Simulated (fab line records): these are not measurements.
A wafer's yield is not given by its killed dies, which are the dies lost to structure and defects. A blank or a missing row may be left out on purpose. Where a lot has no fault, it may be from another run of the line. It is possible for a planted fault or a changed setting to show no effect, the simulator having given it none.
Code-filled problem report in 8D (eight disciplines) form :: flow sky130 :: the parts of the form that need people (team, actions taken, sign-off) are left out

## 1. THE ISSUE
beamEnergyKeV at SKY_NWELL_IMPLANT_24 reads a mean of 152.11 on 9 wafers of 3 lots; wafers without a fault read 140.00 with a standard deviation of 0.048. So: +99 or more standard deviations from the usual mean.
Seen first at day 7 08:22 on implanter-03, wafer L871.1. Wafers with a number at this step in the record: 21, from 7 lots. The rule behind "out" and "out of limits": a value lying over 4 standard deviations away from the usual mean. All remaining wafers that have a number are taken as sound.

## 2. WHAT IT IS AND WHAT IT IS NOT
question: which readings at this step
is: beamEnergyKeV
is not: -

question: which lots
is: L871, L872, L874
is not: L864, L866, L878, L886

question: which wafers of those lots
is: all that have a number
is not: -

question: read on which tools
is: implanter-03
is not: implanter-02, implanter-04

question: when
is: from day 7 08:22
is not: up to then (6 sound wafers); but 6 sound wafers of L878, L886 came after

## 3. THE SUSPECTS, EACH WITH WHAT RULES IT OUT
Counting: a tool stays on the suspect list if, at a process step up to the reading, it processed all lots that are out and no sound lot following the first of them.
- implanter-03 at SKY_NWELL_IMPLANT_24: kept. It processed each lot that is out, first L871 at day 7 08:22, and no sound lot thereafter; up to then, the last sound lot it processed was L864 at day 5 08:13. Its own beamEnergyKeV readings are out on those wafers.
After counting, what remains is implanter-03 at SKY_NWELL_IMPLANT_24.

## 4. THE CAUSE (what the simulator had put in)
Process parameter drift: implanter-03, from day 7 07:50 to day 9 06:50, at SKY_NWELL_IMPLANT_24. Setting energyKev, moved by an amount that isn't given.
Counting left only this tool.

## 5. THE CHAIN OF EFFECTS, in route order
Rows list readings where the struck wafers' mean (over those with a number) sits beyond 3 standard deviations from the usual. Only readings for which the record gives a usual standard deviation are gone through. hours: the time from each lot's start at the first step in this table that gives one to its start at this step, as a median over the lots. sigmas: the change in usual standard deviations.
hours: 0
step: SKY_NWELL_IMPLANT_24
reading: beamEnergyKeV
usual: 140.00
on struck wafers: 152.11
change: +12.11
sigmas: +99 or more
Here are the process steps it includes:
- SKY_NWELL_IMPLANT_24

## 6. WHAT WOULD HAVE CAUGHT IT SOONER
In this record the first reading out of limits was taken at day 7 08:22, 1 hour after the fault began at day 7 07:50.
